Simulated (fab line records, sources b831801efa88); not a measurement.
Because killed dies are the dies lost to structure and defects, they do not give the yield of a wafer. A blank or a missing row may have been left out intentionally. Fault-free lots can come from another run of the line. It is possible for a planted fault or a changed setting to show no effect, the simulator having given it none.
Which tool is to blame? ; flow sky130 ; 36 wafers sampled from 12 lots at 1 step of a route of 708

## WHAT EACH GAUGE READ, for each wafer
SKY_FIELD_ISO_THK_MEAS_23.
lot;measured;on;FIELD_ISO_OXIDATION_01_THK (nm)
L075;day 2 15:41;filmMetro-01;10.10 10.31 10.50
L077;day 3 00:14;filmMetro-04;10.12 10.14 10.01
L079;day 3 11:12;filmMetro-03;9.92 10.03 9.97
L081;day 3 18:47;filmMetro-03;10.26 10.11 10.13
L083;day 4 07:29;filmMetro-03;10.43 10.36 10.26
L084;day 4 17:50;filmMetro-01;9.91 9.88 9.82
L087;day 5 04:07;filmMetro-03;9.85 10.28 10.00
L089;day 5 14:26;filmMetro-03;9.78 9.88 9.71
L091;day 6 00:43;filmMetro-01;9.99 9.86 9.87
L093;day 6 09:10;filmMetro-03;9.98 9.89 9.87
L095;day 7 01:42;filmMetro-04;10.35 10.32 10.29
L097;day 7 07:08;filmMetro-03;10.16 10.41 10.04

## WHAT TOOL EACH LOT RAN ON (gives the tool, then ch and the chambers of the sampled wafers, and finally the start)
No process step before these readings appears in the record.

## THE ANSWER, worked out from the rows above alone
Rule: the usual values come from the lots themselves. The widest of any qualifying gaps counts: lots, ordered by their means at a reading, are off when they make up no more than a third of the lots, leave a main group of 4 or more, and stand apart from it by 3 or more times the standard deviation of that group's means. Not used: any main group whose means are identical at the precision the tables above print for the reading. Also off: a lot with no number at a reading for which 4 or more lots have one. All remaining lots with rows at the step are treated as sound.
Across all readings shown, no lot is off: no conclusion can be drawn from this.

## WHAT THE SIMULATOR HAD INSERTED
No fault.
